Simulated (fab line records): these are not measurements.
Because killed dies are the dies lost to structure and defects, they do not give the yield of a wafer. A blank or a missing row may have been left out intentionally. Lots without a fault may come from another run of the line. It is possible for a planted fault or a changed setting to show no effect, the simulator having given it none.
Shared-tool check :: flow sky130 :: Lots sampled 12, wafers sampled 36

== REASON FOR OPENING ==
SKY_VT_ADJUST_LVTN_OVL_MEAS_07, reading VT_ADJUST_LVTN_OVL: flagged on 4 of 12 lots. Fault-free wafers read 0.3 nm, with a standard deviation of 1.5.
Rule: a lot is flagged in two cases, either no wafer of it has a number, or all its wafers with numbers fall more than 4 standard deviations from that mean. As for the other lots, they are considered sound.

lot: L660
measured: day 7 07:59
on: overlay-01
VT_ADJUST_LVTN_OVL (nm), wafer by wafer: -1.5 -1.9 -1.2
flag: 

lot: L661
measured: day 7 22:55
on: overlay-02
VT_ADJUST_LVTN_OVL (nm), wafer by wafer: 1.7 1.8 1.5
flag: 

lot: L662
measured: day 8 00:11
on: overlay-02
VT_ADJUST_LVTN_OVL (nm), wafer by wafer: -1.4 -2.8 -1.3
flag: 

lot: L665
measured: day 8 13:38
on: overlay-02
VT_ADJUST_LVTN_OVL (nm), wafer by wafer: 321.4 321.2 322.2
flag: FLAGGED

lot: L666
measured: day 9 03:15
on: overlay-01
VT_ADJUST_LVTN_OVL (nm), wafer by wafer: 320.9 321.5 320.6
flag: FLAGGED

lot: L667
measured: day 9 04:38
on: overlay-01
VT_ADJUST_LVTN_OVL (nm), wafer by wafer: 319.3 319.4 318.2
flag: FLAGGED

lot: L668
measured: day 9 16:32
on: overlay-02
VT_ADJUST_LVTN_OVL (nm), wafer by wafer: 319.4 318.1 319.1
flag: FLAGGED

lot: L674
measured: day 11 04:05
on: overlay-01
VT_ADJUST_LVTN_OVL (nm), wafer by wafer: -0.3 -0.6 -0.6
flag: 

lot: L675
measured: day 11 04:58
on: overlay-01
VT_ADJUST_LVTN_OVL (nm), wafer by wafer: 0.1 0.8 1.0
flag: 

lot: L676
measured: day 11 11:52
on: overlay-02
VT_ADJUST_LVTN_OVL (nm), wafer by wafer: -0.3 -0.6 -0.2
flag: 

lot: L678
measured: day 12 01:17
on: overlay-02
VT_ADJUST_LVTN_OVL (nm), wafer by wafer: -0.3 -1.4 0.3
flag: 

lot: L679
measured: day 12 02:37
on: overlay-02
VT_ADJUST_LVTN_OVL (nm), wafer by wafer: -2.7 0.0 -0.4
flag: 
Flagged lots average 320.1 nm: +319.8 nm relative to the usual, that is +99 or more standard deviations.

== WHICH TOOL RAN EACH LOT ==
The record keeps 1 process step preceding the reading, out of 708 steps on the route. Every cell lists first the tool, next ch and the chambers used by the sampled wafers, and last the start.
lot: L660
flag: 
SKY_VT_ADJUST_LVTN_EXPOSE_04: iline_stepper-01 ch 0, day 6 22:38

lot: L661
flag: 
SKY_VT_ADJUST_LVTN_EXPOSE_04: iline_stepper-02 ch 0, day 7 12:55

lot: L662
flag: 
SKY_VT_ADJUST_LVTN_EXPOSE_04: iline_stepper-01 ch 0, day 7 14:02

lot: L665
flag: FLAGGED
SKY_VT_ADJUST_LVTN_EXPOSE_04: iline_stepper-02 ch 0, day 8 03:37

lot: L666
flag: FLAGGED
SKY_VT_ADJUST_LVTN_EXPOSE_04: iline_stepper-02 ch 0, day 8 17:05

lot: L667
flag: FLAGGED
SKY_VT_ADJUST_LVTN_EXPOSE_04: iline_stepper-02 ch 0, day 8 18:00

lot: L668
flag: FLAGGED
SKY_VT_ADJUST_LVTN_EXPOSE_04: iline_stepper-02 ch 0, day 9 05:40

lot: L674
flag: 
SKY_VT_ADJUST_LVTN_EXPOSE_04: iline_stepper-01 ch 0, day 10 16:39

lot: L675
flag: 
SKY_VT_ADJUST_LVTN_EXPOSE_04: iline_stepper-01 ch 0, day 10 17:36

lot: L676
flag: 
SKY_VT_ADJUST_LVTN_EXPOSE_04: iline_stepper-01 ch 0, day 11 00:15

lot: L678
flag: 
SKY_VT_ADJUST_LVTN_EXPOSE_04: iline_stepper-01 ch 0, day 11 13:35

lot: L679
flag: 
SKY_VT_ADJUST_LVTN_EXPOSE_04: iline_stepper-01 ch 0, day 11 14:37
What the steps here do:
- SKY_VT_ADJUST_LVTN_EXPOSE_04: exposes mask NWM COMPLEMENT LESS NATIVE, target cd 840 nm.
- SKY_VT_ADJUST_LVTN_OVL_MEAS_07

== FLAGGED OVER TOTAL, TOOL BY TOOL (the gauges that took the reading come last) ==
step: SKY_VT_ADJUST_LVTN_EXPOSE_04
tool: iline_stepper-01
lots run: 7
flagged: 0
share of the flagged lots: none
sound lots run after its first flagged lot: -

step: SKY_VT_ADJUST_LVTN_EXPOSE_04
tool: iline_stepper-02
lots run: 5
flagged: 4
share of the flagged lots: all
sound lots run after its first flagged lot: 0

step: SKY_VT_ADJUST_LVTN_OVL_MEAS_07
tool: overlay-01
lots run: 5
flagged: 2
share of the flagged lots: some
sound lots run after its first flagged lot: 2 (L674,L675)

step: SKY_VT_ADJUST_LVTN_OVL_MEAS_07
tool: overlay-02
lots run: 7
flagged: 2
share of the flagged lots: some
sound lots run after its first flagged lot: 3 (L676,L678,L679)

== WHAT THE TABLE PERMITS ==
All flagged lots share 1 row of the table, namely iline_stepper-02 at SKY_VT_ADJUST_LVTN_EXPOSE_04.
- iline_stepper-02 at SKY_VT_ADJUST_LVTN_EXPOSE_04 ran 5 lots, 4 of them flagged. It ran its last sound lot, L661, at day 7 12:55 and its first flagged lot, L665, at day 8 03:37: a fault with its onset between the two fits.
One tool is left: iline_stepper-02 at SKY_VT_ADJUST_LVTN_EXPOSE_04.

== WHAT THE SIMULATOR HAD PUT IN ==
Scanner matching overlay: iline_stepper-02, from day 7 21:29 on, at SKY_VT_ADJUST_LVTN_EXPOSE_04. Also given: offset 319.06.
Shown lots that were struck: L665, L666, L667, L668. The rule given above showed the same thing.
